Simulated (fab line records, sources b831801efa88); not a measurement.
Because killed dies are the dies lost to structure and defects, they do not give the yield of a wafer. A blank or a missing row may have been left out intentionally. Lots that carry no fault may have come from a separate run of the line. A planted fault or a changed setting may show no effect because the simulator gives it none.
The tool behind it: which one? -- flow sky130 -- 6 lots, 17 wafers sampled, at 2 steps of a route of 708

== WHAT EACH GAUGE READ, for each wafer ==
SKY_FIELD_ISO_THK_MEAS_02.
lot,measured,on,FIELD_ISO_OXIDATION_00_THK (nm)
L166,day 1 22:02,filmMetro-04,12.28 12.00 12.32
L168,day 2 12:16,filmMetro-01,10.58 10.76 10.66
L180,day 4 20:41,filmMetro-01,12.05 12.28 12.09
L182,day 5 07:54,filmMetro-02,12.13 12.16 12.02
L185,day 5 21:30,filmMetro-01,12.08 12.03 12.04
L187,day 6 06:39,filmMetro-01,11.86 11.79

== WHAT TOOL EACH LOT RAN ON (gives the tool, then ch and the chambers of the sampled wafers, and finally the start) ==
lot,SKY_FIELD_ISO_OXIDATION_01
L166,"furnace-02 ch 0, day 1 20:31"
L168,"furnace-02 ch 0, day 2 10:44"
L180,"furnace-01 ch 0, day 4 19:11"
L182,"furnace-02 ch 0, day 5 06:23"
L185,"furnace-01 ch 0, day 5 19:59"
L187,"furnace-02 ch 0, day 6 05:07"
- SKY_FIELD_ISO_OXIDATION_01: stabilise 600 s, purge 300 s, target thk 12 nm.

== THE ANSWER, worked out from the rows above alone ==
Rule: usual is defined by the lots themselves. The widest of any qualifying gaps counts: lots, ordered by their means at a reading, are off when they make up no more than a third of the lots, leave a main group of 4 or more, and stand apart from it by 3 or more times the standard deviation of that group's means. Not used: any main group whose means are identical at the precision the tables above print for the reading. A lot without any number at a reading at which 4 lots or more have one is off too. Any other lot the step has rows for is counted as sound.
Off: L168, at SKY_FIELD_ISO_THK_MEAS_02 (FIELD_ISO_OXIDATION_00_THK). The main group: mean 12.06 nm, standard deviation 0.13.
If a tool, at a process step before that reading, ran all the lots that are off and no sound lot after the first of them, it fits. The gauges at SKY_FIELD_ISO_THK_MEAS_02 are tried like those tools. No candidate that was tried fits.

== WHAT HAD BEEN PUT IN BY THE SIMULATOR ==
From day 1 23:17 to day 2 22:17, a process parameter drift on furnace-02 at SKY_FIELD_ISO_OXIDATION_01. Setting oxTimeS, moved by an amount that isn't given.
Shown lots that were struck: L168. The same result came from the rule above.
